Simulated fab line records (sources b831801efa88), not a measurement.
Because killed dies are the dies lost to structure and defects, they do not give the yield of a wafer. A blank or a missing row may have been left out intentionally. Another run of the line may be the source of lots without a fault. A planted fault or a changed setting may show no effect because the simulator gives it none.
One fault through the eyes of 2 desks    flow sky130    each desk holds nothing but its own numbers, with what lay behind them at the end

== TOOL OWNER'S DESK, pvd-sputter-03 ==
The tool's own readings at SKY_METAL2_SPUTTER_03 (material Ti, target thk 5 nm, time 3.3 s): means of the sampled wafers that have a number, for each lot that ran on this tool. The brackets show how far a lot's mean lies from the usual mean; more than 4 standard deviations puts the lot out of limits, marked OUT.
Columns: A = throttle-valve-pct at SKY_METAL2_SPUTTER_03, usual 30.5 %
lot   first seen here  A
L852  day 34 02:49     31.0
L854  day 34 20:04     31.0
L857  day 36 02:33     31.2
L859  day 37 00:59     30.6
L861  day 37 02:40     31.4
L863  day 37 21:59     31.0
L868  day 39 02:49     31.0
L869  day 39 10:04     30.7
This desk found nothing out of limits on any of the 8 lots.

== METROLOGY DESK ==
What the gauges read, lot by lot, whatever tool the lot ran on: means of the sampled wafers that have a number. The brackets show how far a lot's mean lies from the usual mean; more than 4 standard deviations puts the lot out of limits, marked OUT.
Columns: A = PASSIVATION_CVD_02_THK at SKY_PASSIVATION_THK_MEAS_03, usual 537 nm
lot   first seen here  A
L852  day 43 22:25     536
L853  day 43 22:40     536
L854  day 44 11:31     537
L856  day 44 20:09     534
L858  day 45 12:22     542
L857  day 45 15:21     543
L859  day 46 07:45     538
L861  day 46 10:20     529
L863  day 47 00:50     534
L866  day 47 13:08     542
L868  day 48 00:20     538
L869  day 48 06:04     536
L873  day 48 22:29     543
This desk found nothing out of limits on any of the 13 lots.

== TAKEN TOGETHER ==
The tool owner's desk saw nothing out of limits.
At the metrology desk, nothing out of limits was observed.

== WHAT WAS PUT IN BY THE SIMULATOR ==
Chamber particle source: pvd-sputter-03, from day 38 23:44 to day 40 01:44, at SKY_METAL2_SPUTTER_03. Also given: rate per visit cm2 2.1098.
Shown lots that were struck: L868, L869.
